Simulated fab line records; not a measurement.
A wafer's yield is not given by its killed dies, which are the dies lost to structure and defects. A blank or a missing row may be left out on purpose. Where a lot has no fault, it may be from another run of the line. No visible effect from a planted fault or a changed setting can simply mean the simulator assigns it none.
Which tool did it? ; flow gf180mcu ; 7 lots, 21 wafers sampled, at 4 steps of a route of 602

## WHAT EACH GAUGE READ, for each wafer
GF_VT_IMPLANT_OVL_MEAS_29.
lot;measured;on;VT_IMPLANT_02_OVL (nm)
L728;day 7 03:26;overlay-02;-0.9 -1.2 -1.1
L731;day 8 01:01;overlay-01;-0.9 -1.8 -1.4
L734;day 8 20:31;overlay-01;-0.4 -1.1 -0.8
L743;day 11 07:10;overlay-01;-0.4 0.8 -0.2
L745;day 11 20:35;overlay-02;-0.3 -0.7 0.9
L748;day 12 13:10;overlay-01;-2.5 1.7 -0.4
L750;day 13 11:23;overlay-02;-0.8 -1.4 -1.0

## WHICH TOOL RAN EACH LOT (tool, then ch and the chambers of the sampled wafers, then the start)
lot;GF_STI_ETCH_14;GF_STI_STRIP_15;GF_MVPSD_STRIP_10
L728;rieSi-01 ch 1,3, day 2 06:07;plasmaAsher-01 ch 0,1, day 2 06:13;plasmaAsher-02 ch 0,1, day 5 06:59
L731;rieSi-02 ch 1,2, day 2 22:04;plasmaAsher-02 ch 1, day 2 22:09;plasmaAsher-03 ch 0,1, day 6 01:55
L734;rieSi-02 ch 0,2,3, day 3 15:31;plasmaAsher-04 ch 0,1, day 3 15:36;plasmaAsher-03 ch 1, day 6 20:54
L743;rieSi-01 ch 1,3, day 5 11:34;plasmaAsher-04 ch 0,1, day 5 11:38;plasmaAsher-01 ch 0,1, day 9 01:54
L745;rieSi-01 ch 0,1,3, day 6 01:40;plasmaAsher-04 ch 0,1, day 6 01:46;plasmaAsher-01 ch 0,1, day 9 15:02
L748;rieSi-02 ch 0,1,3, day 6 14:28;plasmaAsher-04 ch 0,1, day 6 14:33;plasmaAsher-03 ch 0,1, day 10 05:51
L750;rieSi-01 ch 0,3, day 7 00:55;plasmaAsher-02 ch 0,1, day 7 01:00;plasmaAsher-01 ch 0,1, day 11 00:30
- GF_STI_ETCH_14: etches Si in HBr/Cl2/O2, target depth 360 nm, time 102.9 s.
- GF_STI_STRIP_15: strips in O2/N2.
- GF_MVPSD_STRIP_10: strips in O2/N2.

## THE ANSWER, worked out from the rows above alone
Rule: what is usual is taken from the lots themselves. The widest of any qualifying gaps counts: lots, ordered by their means at a reading, are off when they make up no more than a third of the lots, leave a main group of 4 or more, and stand apart from it by 3 or more times the standard deviation of that group's means. A main group is skipped when, at the precision printed for the reading in the tables above, its means are all equal. Also off: a lot with no number at a reading for which 4 or more lots have one. Where the step has rows for the other lots, those lots are counted as sound.
No lot is off at any reading shown: from this, nothing can be told.

## WHAT WAS PUT IN BY THE SIMULATOR
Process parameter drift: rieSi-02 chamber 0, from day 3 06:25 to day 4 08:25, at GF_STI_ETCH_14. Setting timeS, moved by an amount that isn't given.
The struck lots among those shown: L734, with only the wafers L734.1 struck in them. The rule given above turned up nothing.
